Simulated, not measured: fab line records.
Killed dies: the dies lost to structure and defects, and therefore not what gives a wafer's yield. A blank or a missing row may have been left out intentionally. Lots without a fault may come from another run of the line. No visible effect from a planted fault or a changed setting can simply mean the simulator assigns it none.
A lot that was struck, set against a sound lot || flow sky130 || 15 steps out of a route of 708
Sound: these wafers, L356.2, L356.5, L356.6. Struck: wafers L371.1, L371.5 (left out: L371.4, a lot-mate that was not struck); the cause follows at the end.
At each step with rows: each side's tool, then ch and its chambers, then its first start. Under that, the readings that differ: sound wafers || struck wafers || difference of the means || sigmas: that difference in standard deviations of wafers without a fault.
alike: readings whose means differ by less than 2 such deviations, and words and numbers that are the same on both sides. not compared: withheld readings, readings that some wafer has no value for, bounds like >300 that may hide the same value, and numbers for which the record gives no deviation and whose values overlap.
A row with sigmas, a row that says differs or no value, or rows on one side alone: a step with any of these is where the two part. Non-overlapping numbers with no deviation appear without sigmas and do not part them. A reading that every wafer of one side lacks parts them only if that side has two wafers or more.

SKY_METAL5_SPUTTER_04: material TiN, target thk 70 nm, time 58.3 s.
  sound on pvd-sputter-03, day 44 21:56; struck on pvd-sputter-01, day 48 10:11
  alike: chamber-pressure-pa, throttle-valve-pct
SKY_METAL5_RS_MEAS_05: measurement is done with a four-point probe.
  sound on film-metro-01, day 44 22:01; struck on film-metro-03, day 48 10:14
  alike: METAL5_ALCU_RS
SKY_METAL5_THK_MEAS_06: measures by xrf.
  sound on film-metro-01, day 44 22:07; struck on film-metro-03, day 48 10:21
  alike: METAL5_ALCU_THK
then, 7 steps without rows for these wafers: SKY_METAL5_DEHYDRATE_07 (time 60 s); SKY_METAL5_HMDS_08 (prime time 60 s); SKY_METAL5_COAT_09 (resist thk 1800 nm); SKY_METAL5_SOFTBAKE_10 (time 60 s); SKY_METAL5_EXPOSE_11 (exposes mask MM5, target cd 1600 nm); SKY_METAL5_PEB_12; SKY_METAL5_DEVELOP_13 (develop time 60 s).
SKY_METAL5_DESCUM_14: chemistry O2, time 11 s.
  sound on rie-metal-03 ch 0,1, day 45 19:25; struck on rie-metal-04 ch 0,1, day 49 04:10
  alike: drypump-motor-current-A, oes-product-au, rf-fwd-power-W
  not compared: rf-hours-counter-h
SKY_METAL5_METAL_ETCH_15: etches the open film in Cl2/BCl3, stops on SiO2, target depth 1260 nm, time 252 s.
  sound on rie-metal-03 ch 0,1, day 45 19:27; struck on rie-metal-04 ch 0,1, day 49 04:12
  alike: drypump-motor-current-A, oes-product-au, rf-fwd-power-W, throttle-valve-pct
  not compared: rf-hours-counter-h
SKY_METAL5_STRIP_16: strips in O2/N2.
  sound on plasma-asher-02 ch 0,1, day 45 19:41; struck on plasma-asher-01 ch 0, day 49 04:26
{"reading": "drypump-motor-current-A (A)", "sound": "6.4 6.4 5.8", "struck": "4.8 4.8", "difference": -1.4, "sigmas": -2}
{"reading": "oes-product-au (a.u.)", "sound": "0.715 0.705 0.709", "struck": "0.761 0.767", "difference": "+0.054", "sigmas": "+12"}
{"reading": "strip-time-to-endpoint-s (s)", "sound": "13.03 12.97 13.16", "struck": "12.03 11.92", "difference": -1.08, "sigmas": -9}
  not compared: rf-hours-counter-h
then, 1 step without rows for these wafers: SKY_METAL5_STRIP_17 (strips in post etch residue remover, time 1200 s).
SKY_PAD_OPEN_PROBE_99:
  sound on prober-02, day 47 15:40; struck on prober-02, day 50 17:14
  alike: defect-limited-yield, killed_at_M0_to_M3, killed_at_M4_up, killed-at-contacts, killed-at-front-end, killed-at-other, killed-dies, killed-open, killed-short, sort_bin_3_pad_short, sort_bin_5_function, sort_bin_6_memory, sort-n-pass, sort-yield-pct

## WHERE THEY PART
Within this record, at SKY_METAL5_STRIP_16 only. Later steps at which nothing parts them and some readings are alike: SKY_PAD_OPEN_PROBE_99.

WHY: whatever the simulator had introduced
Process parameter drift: plasma-asher-01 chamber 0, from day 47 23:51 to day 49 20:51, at SKY_METAL5_STRIP_16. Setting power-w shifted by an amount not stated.
